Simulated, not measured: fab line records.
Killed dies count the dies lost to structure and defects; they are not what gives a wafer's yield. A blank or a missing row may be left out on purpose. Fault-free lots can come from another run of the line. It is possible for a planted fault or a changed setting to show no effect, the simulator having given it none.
Which tool was responsible? -- flow sky130 -- 12 lots (36 wafers sampled), 1 step of a 708-step route

## WHAT THE GAUGES SHOWED, per wafer
SKY_METAL4_CD_MEAS_13: the cd target is 300 nm. Usual: cd-nm 299.8 nm, standard deviation 1.5.
lot,measured,on,cd-nm (nm),flag
L791,day 41 18:00,cd-sem-01,298.5 298.9 297.5,
L792,day 41 20:18,cd-sem-01,299.6 299.3 298.6,
L793,day 42 12:10,cd-sem-01,298.1 297.2 297.3,
L795,day 43 02:17,cd-sem-01,300.4 300.4 301.0,
L797,day 43 17:58,cd-sem-02,298.1 298.0 298.3,
L799,day 44 08:38,cd-sem-02,303.4 302.0 301.7,
L800,day 44 14:23,cd-sem-01,300.6 300.0 299.8,
L801,day 44 19:23,cd-sem-02,303.4 302.5 302.4,
L805,day 46 03:42,cd-sem-02,298.3 296.9 297.3,
L807,day 46 07:10,cd-sem-01,301.0 300.2 301.0,
L812,day 47 10:01,cd-sem-01,299.7 300.6 299.2,
L811,day 47 14:58,cd-sem-02,300.1 300.9 300.1,

## TOOL THAT RAN EACH LOT (tool first, then ch and the chambers of the sampled wafers, then the start)
The record holds no process step before these readings.

## WHAT THE TOOLS THEMSELVES READ (means of the sampled wafers that have a number; where no wafer has one, the mark that the record gives instead)
The record holds no such reading with a usual standard deviation.

## THE ANSWER, worked out from the rows above alone
Rule: a lot is off if the mean of its wafers that have a number lies more than 3 standard deviations from the usual mean. A lot without any number at a reading at which 4 lots or more have one is off too. Any other lot the step has rows for is counted as sound. First the gauges in route order, then the tools' own readings, where a lot's mean is used as printed above. At the first step where some lot is off, the reading lying furthest off is the one used; lots without a number count as furthest.
No lot is off on any of the readings shown, so nothing can be concluded from this.

## WHAT THE SIMULATOR PUT IN
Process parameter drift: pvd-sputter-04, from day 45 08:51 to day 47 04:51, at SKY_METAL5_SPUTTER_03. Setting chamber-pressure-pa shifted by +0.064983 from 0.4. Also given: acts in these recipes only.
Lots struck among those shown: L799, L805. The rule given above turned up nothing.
